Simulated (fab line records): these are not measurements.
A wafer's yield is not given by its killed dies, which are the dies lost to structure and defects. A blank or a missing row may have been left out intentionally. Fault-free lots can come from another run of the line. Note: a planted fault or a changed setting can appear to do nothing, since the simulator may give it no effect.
Which tool did it? || flow sky130 || 11 lots, 30 wafers sampled, at 4 steps of a route of 708

== WHAT THE GAUGES READ, wafer by wafer ==
SKY_VIA2_THK_MEAS_01.
{"lot": "L614", "measured": "day 36 08:07", "on": "film-metro-04", "VIA2_HDPCVD_THK (nm)": "1175 1172 1192"}
{"lot": "L617", "measured": "day 37 03:14", "on": "film-metro-02", "VIA2_HDPCVD_THK (nm)": "1191 1186 1194"}
{"lot": "L618", "measured": "day 37 11:59", "on": "film-metro-04", "VIA2_HDPCVD_THK (nm)": "1165 1180 1172"}
{"lot": "L620", "measured": "day 37 18:57", "on": "film-metro-04", "VIA2_HDPCVD_THK (nm)": "1160 1172 1167"}
{"lot": "L622", "measured": "day 38 09:22", "on": "film-metro-04", "VIA2_HDPCVD_THK (nm)": "1179 1170 1174"}
{"lot": "L624", "measured": "day 39 08:17", "on": "film-metro-02", "VIA2_HDPCVD_THK (nm)": "1173 1167 1165"}
{"lot": "L625", "measured": "day 39 15:26", "on": "film-metro-02", "VIA2_HDPCVD_THK (nm)": "1172 1045"}
{"lot": "L626", "measured": "day 39 21:19", "on": "film-metro-04", "VIA2_HDPCVD_THK (nm)": "1175 1197 1175"}
{"lot": "L627", "measured": "day 40 06:19", "on": "film-metro-02", "VIA2_HDPCVD_THK (nm)": "1177 1041"}
{"lot": "L628", "measured": "day 40 12:48", "on": "film-metro-04", "VIA2_HDPCVD_THK (nm)": "1171 1053"}
{"lot": "L634", "measured": "day 41 23:07", "on": "film-metro-04", "VIA2_HDPCVD_THK (nm)": "1180 1178 1174"}

== EACH LOT AND THE TOOL THAT RAN IT (in order: tool; ch and the chambers of the sampled wafers; start) ==
{"lot": "L614", "SKY_LDD_HVP_STRIP_09": "plasma-asher-01 ch 0,1, day 22 12:18", "SKY_POLY_CUT_ETCH_10": "rie-diel-02 ch 0,2,3, day 25 03:13", "SKY_VIA2_HDPCVD_00": "hdpcvd-02 ch 0,1,2, day 36 07:58"}
{"lot": "L617", "SKY_LDD_HVP_STRIP_09": "plasma-asher-01 ch 0,1, day 23 09:23", "SKY_POLY_CUT_ETCH_10": "rie-diel-02 ch 0,3, day 26 00:46", "SKY_VIA2_HDPCVD_00": "hdpcvd-01 ch 1,2, day 37 03:06"}
{"lot": "L618", "SKY_LDD_HVP_STRIP_09": "plasma-asher-01 ch 1, day 23 19:38", "SKY_POLY_CUT_ETCH_10": "rie-diel-03 ch 0,1, day 26 10:13", "SKY_VIA2_HDPCVD_00": "hdpcvd-02 ch 0,1, day 37 11:52"}
{"lot": "L620", "SKY_LDD_HVP_STRIP_09": "plasma-asher-03 ch 0,1, day 24 07:05", "SKY_POLY_CUT_ETCH_10": "rie-diel-01 ch 0,1,3, day 26 22:13", "SKY_VIA2_HDPCVD_00": "hdpcvd-02 ch 0,2, day 37 18:49"}
{"lot": "L622", "SKY_LDD_HVP_STRIP_09": "plasma-asher-03 ch 0,1, day 24 23:26", "SKY_POLY_CUT_ETCH_10": "rie-diel-02 ch 0,1,3, day 27 14:01", "SKY_VIA2_HDPCVD_00": "hdpcvd-02 ch 0,1,2, day 38 09:14"}
{"lot": "L624", "SKY_LDD_HVP_STRIP_09": "plasma-asher-04 ch 0,1, day 26 02:55", "SKY_POLY_CUT_ETCH_10": "rie-diel-01 ch 0,1, day 28 15:39", "SKY_VIA2_HDPCVD_00": "hdpcvd-01 ch 0,1, day 39 08:08"}
{"lot": "L625", "SKY_LDD_HVP_STRIP_09": "plasma-asher-03 ch 0,1, day 26 06:56", "SKY_POLY_CUT_ETCH_10": "rie-diel-02 ch 1,3, day 28 21:22", "SKY_VIA2_HDPCVD_00": "hdpcvd-02 ch 0,2, day 39 15:20"}
{"lot": "L626", "SKY_LDD_HVP_STRIP_09": "plasma-asher-04 ch 0,1, day 26 15:35", "SKY_POLY_CUT_ETCH_10": "rie-diel-02 ch 0,1,3, day 29 06:57", "SKY_VIA2_HDPCVD_00": "hdpcvd-01 ch 0,1, day 39 21:11"}
{"lot": "L627", "SKY_LDD_HVP_STRIP_09": "plasma-asher-04 ch 0,1, day 27 02:09", "SKY_POLY_CUT_ETCH_10": "rie-diel-02 ch 1,3, day 29 16:31", "SKY_VIA2_HDPCVD_00": "hdpcvd-02 ch 1,2, day 40 06:11"}
{"lot": "L628", "SKY_LDD_HVP_STRIP_09": "plasma-asher-04 ch 0,1, day 27 10:04", "SKY_POLY_CUT_ETCH_10": "rie-diel-03 ch 1,3, day 29 22:45", "SKY_VIA2_HDPCVD_00": "hdpcvd-02 ch 0,2, day 40 12:43"}
{"lot": "L634", "SKY_LDD_HVP_STRIP_09": "plasma-asher-04 ch 0,1, day 29 04:47", "SKY_POLY_CUT_ETCH_10": "rie-diel-01 ch 1,3, day 31 16:25", "SKY_VIA2_HDPCVD_00": "hdpcvd-01 ch 0,1,2, day 41 22:59"}
- SKY_LDD_HVP_STRIP_09: strips in O2/N2.
- SKY_POLY_CUT_ETCH_10: etches BARC in N2/H2, stops on SiO2, time 45.9 s, target depth 60 nm.
- SKY_VIA2_HDPCVD_00: deposits SiO2, target thk 1180 nm, time 196.7 s.

== THE ANSWER, worked out from the rows above alone ==
Rule: the usual values come from the lots themselves. The widest of any qualifying gaps counts: lots, ordered by their means at a reading, are off when they make up no more than a third of the lots, leave a main group of 4 or more, and stand apart from it by 3 or more times the standard deviation of that group's means. A main group whose means are all the same, to the digits that the tables above print for the reading, isn't used. Also off: a lot with no number at a reading for which 4 or more lots have one. The other lots that the step has rows for count as sound.
Off: L625, L627, L628, seen at SKY_VIA2_THK_MEAS_01 (VIA2_HDPCVD_THK). Main group: mean 1176 nm, sd 7.3.
A tool fits if, at a process step before that reading, it ran every lot that is off, and no sound lot after the first of them. Gauges at SKY_VIA2_THK_MEAS_01: tried the same way as those tools. One candidate fits, namely hdpcvd-02 at SKY_VIA2_HDPCVD_00. A fault onset in the window from L622 (day 38 09:14, its last sound lot) to L625 (day 39 15:20, its first lot off) fits.

== WHAT THE SIMULATOR HAD INSERTED ==
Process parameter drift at SKY_VIA2_HDPCVD_00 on hdpcvd-02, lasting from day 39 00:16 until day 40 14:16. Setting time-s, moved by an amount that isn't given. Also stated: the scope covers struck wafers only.
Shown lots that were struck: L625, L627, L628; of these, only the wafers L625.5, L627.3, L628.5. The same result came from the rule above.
